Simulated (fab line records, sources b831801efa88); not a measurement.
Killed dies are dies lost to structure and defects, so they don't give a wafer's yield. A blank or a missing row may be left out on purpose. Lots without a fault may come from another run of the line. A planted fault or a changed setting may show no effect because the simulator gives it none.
Which tool did it? | flow sky130 | 15 lots, 45 wafers sampled, at 3 steps of a route of 708

WHAT THE GAUGES READ, wafer by wafer
SKY_RES_XHIGH_TW_MEAS_09.
lot  | measured     | on            | RES_XHIGH_TW
L376 | day 27 01:28 | film_metro-03 | 1643 1637 1635
L377 | day 27 10:17 | film_metro-01 | 1618 1619 1623
L380 | day 29 06:13 | film_metro-01 | 1620 1622 1624
L382 | day 30 00:46 | film_metro-02 | 1650 1649 1635
L384 | day 31 00:19 | film_metro-01 | 1628 1619 1606
L385 | day 31 00:36 | film_metro-01 | 1617 1620 1617
L390 | day 31 21:43 | film_metro-03 | 1638 1647 1640
L391 | day 31 22:07 | film_metro-02 | 30 30 30
L392 | day 32 06:25 | film_metro-01 | 30 30 30
L393 | day 32 15:16 | film_metro-03 | 30 30 30
L394 | day 33 06:15 | film_metro-03 | 1637 1646 1644
L395 | day 34 00:22 | film_metro-03 | 1657 1653 1643
L397 | day 34 00:26 | film_metro-02 | 1667 1653 1667
L396 | day 34 02:43 | film_metro-01 | 1626 1628 1620
L398 | day 34 10:24 | film_metro-01 | 1628 1628 1626

WHICH TOOL RAN EACH LOT (tool, then ch and the chambers of the sampled wafers, then the start)
lot  | SKY_SD_P_STRIP_10                    | SKY_RES_XHIGH_STRIP_08
L376 | plasma_asher-03 ch 0,1, day 25 19:52 | plasma_asher-04 ch 0,1, day 27 01:22
L377 | plasma_asher-02 ch 0,1, day 26 05:18 | plasma_asher-03 ch 0,1, day 27 10:12
L380 | plasma_asher-03 ch 0,1, day 28 02:12 | plasma_asher-01 ch 0,1, day 29 06:08
L382 | plasma_asher-03 ch 0, day 28 21:07   | plasma_asher-01 ch 0,1, day 30 00:40
L384 | plasma_asher-02 ch 0,1, day 29 20:37 | plasma_asher-01 ch 0,1, day 31 00:12
L385 | plasma_asher-03 ch 0,1, day 29 20:55 | plasma_asher-03 ch 0,1, day 31 00:30
L390 | plasma_asher-03 ch 0,1, day 30 17:57 | plasma_asher-01 ch 0,1, day 31 21:38
L391 | plasma_asher-02 ch 0,1, day 30 18:13 | plasma_asher-03 ch 0,1, day 31 22:01
L392 | plasma_asher-02 ch 0,1, day 31 02:39 | plasma_asher-03 ch 0,1, day 32 06:20
L393 | plasma_asher-03 ch 0,1, day 31 12:58 | plasma_asher-04 ch 0,1, day 32 15:09
L394 | plasma_asher-02 ch 0,1, day 32 03:34 | plasma_asher-03 ch 0,1, day 33 06:09
L395 | plasma_asher-04 ch 0,1, day 32 21:40 | plasma_asher-03 ch 0, day 34 00:16
L397 | plasma_asher-02 ch 0,1, day 32 21:58 | plasma_asher-04 ch 1, day 34 00:19
L396 | plasma_asher-04 ch 0,1, day 32 23:55 | plasma_asher-03 ch 0,1, day 34 02:37
L398 | plasma_asher-04 ch 0,1, day 33 07:19 | plasma_asher-04 ch 0,1, day 34 10:18
- SKY_SD_P_STRIP_10: strips in O2/N2.
- SKY_RES_XHIGH_STRIP_08: strips in O2/N2.

WHAT THE TOOLS THEMSELVES READ (means of the sampled wafers that have a number; where no wafer has one, the mark that the record gives instead)
SKY_SD_P_STRIP_10.
lot  | tool            | chamber_pressure_mTorr (mTorr) | drypump_motor_current_A (A) | oes_product_au (a.u.) | strip_time_to_endpoint_s (s)
L376 | plasma_asher-03 | 1500.4                         | 5.8                         | 0.619                 | 17.53
L377 | plasma_asher-02 | 1498.8                         | 6.0                         | 0.619                 | 17.54
L380 | plasma_asher-03 | 1500.6                         | 5.8                         | 0.617                 | 17.52
L382 | plasma_asher-03 | 1500.2                         | 5.9                         | 0.617                 | 17.40
L384 | plasma_asher-02 | 1500.8                         | 6.0                         | 0.617                 | 17.49
L385 | plasma_asher-03 | 1500.5                         | 5.8                         | 0.621                 | 17.51
L390 | plasma_asher-03 | 1500.4                         | 5.7                         | 0.616                 | 17.55
L391 | plasma_asher-02 | -                              | -                           | -                     | -
L392 | plasma_asher-02 | -                              | -                           | -                     | -
L393 | plasma_asher-03 | -                              | -                           | -                     | -
L394 | plasma_asher-02 | 1499.0                         | 6.3                         | 0.621                 | 17.46
L395 | plasma_asher-04 | 1500.2                         | 5.7                         | 0.615                 | 17.56
L397 | plasma_asher-02 | 1500.5                         | 6.0                         | 0.618                 | 17.45
L396 | plasma_asher-04 | 1501.3                         | 5.7                         | 0.614                 | 17.47
L398 | plasma_asher-04 | 1501.8                         | 5.4                         | 0.614                 | 17.47

SKY_RES_XHIGH_STRIP_08.
lot  | tool            | chamber_pressure_mTorr (mTorr) | drypump_motor_current_A (A) | oes_product_au (a.u.) | strip_time_to_endpoint_s (s)
L376 | plasma_asher-04 | 1499.4                         | 5.4                         | 0.710                 | 14.28
L377 | plasma_asher-03 | 1500.0                         | 5.9                         | 0.709                 | 14.26
L380 | plasma_asher-01 | 1500.4                         | 5.8                         | 0.711                 | 14.23
L382 | plasma_asher-01 | 1499.7                         | 5.6                         | 0.708                 | 14.27
L384 | plasma_asher-01 | 1500.1                         | 5.6                         | 0.712                 | 14.34
L385 | plasma_asher-03 | 1499.0                         | 5.8                         | 0.710                 | 14.25
L390 | plasma_asher-01 | 1500.8                         | 5.8                         | 0.708                 | 14.34
L391 | plasma_asher-03 | 1499.3                         | 5.8                         | 0.714                 | 31.36
L392 | plasma_asher-03 | 1501.0                         | 5.8                         | 0.714                 | 31.36
L393 | plasma_asher-04 | 1500.7                         | 5.5                         | 0.719                 | 31.29
L394 | plasma_asher-03 | 1500.2                         | 5.8                         | 0.712                 | 14.26
L395 | plasma_asher-03 | 1500.9                         | 5.9                         | 0.712                 | 14.24
L397 | plasma_asher-04 | 1499.5                         | 5.2                         | 0.713                 | 14.36
L396 | plasma_asher-03 | 1499.8                         | 5.7                         | 0.708                 | 14.31
L398 | plasma_asher-04 | 1500.4                         | 5.7                         | 0.712                 | 14.27

THE ANSWER, worked out from the rows above alone
Rule: what is usual is taken from the lots themselves. Put in order of their means at a reading, lots are off if they are a third of the lots or fewer, leave a main group of 4 or more, and stand apart from it by a gap of 3 or more times the standard deviation of the main group's means; of several such gaps the widest counts. A main group whose means are all the same, to the digits that the tables above print for the reading, isn't used. A lot without any number at a reading at which 4 lots or more have one is off too. The other lots that the step has rows for count as sound. The gauges are gone through in route order, then the tools' own readings, and for those a lot's mean is taken as printed above. The first step at which some lot is off is used, and at that step the reading that is off furthest; a lot without a number counts as furthest.
Off: L391, L392, L393, at SKY_RES_XHIGH_TW_MEAS_09 (RES_XHIGH_TW). The main group: mean 1634, standard deviation 14.
A tool fits if, at a process step before that reading, it ran every lot that is off, and no sound lot after the first of them. The gauges at SKY_RES_XHIGH_TW_MEAS_09 aren't tried: what is off there is off at SKY_SD_P_STRIP_10 too, on other tools, and a gauge's error can't cause that. None of those tried fits.

WHAT THE SIMULATOR HAD PUT IN
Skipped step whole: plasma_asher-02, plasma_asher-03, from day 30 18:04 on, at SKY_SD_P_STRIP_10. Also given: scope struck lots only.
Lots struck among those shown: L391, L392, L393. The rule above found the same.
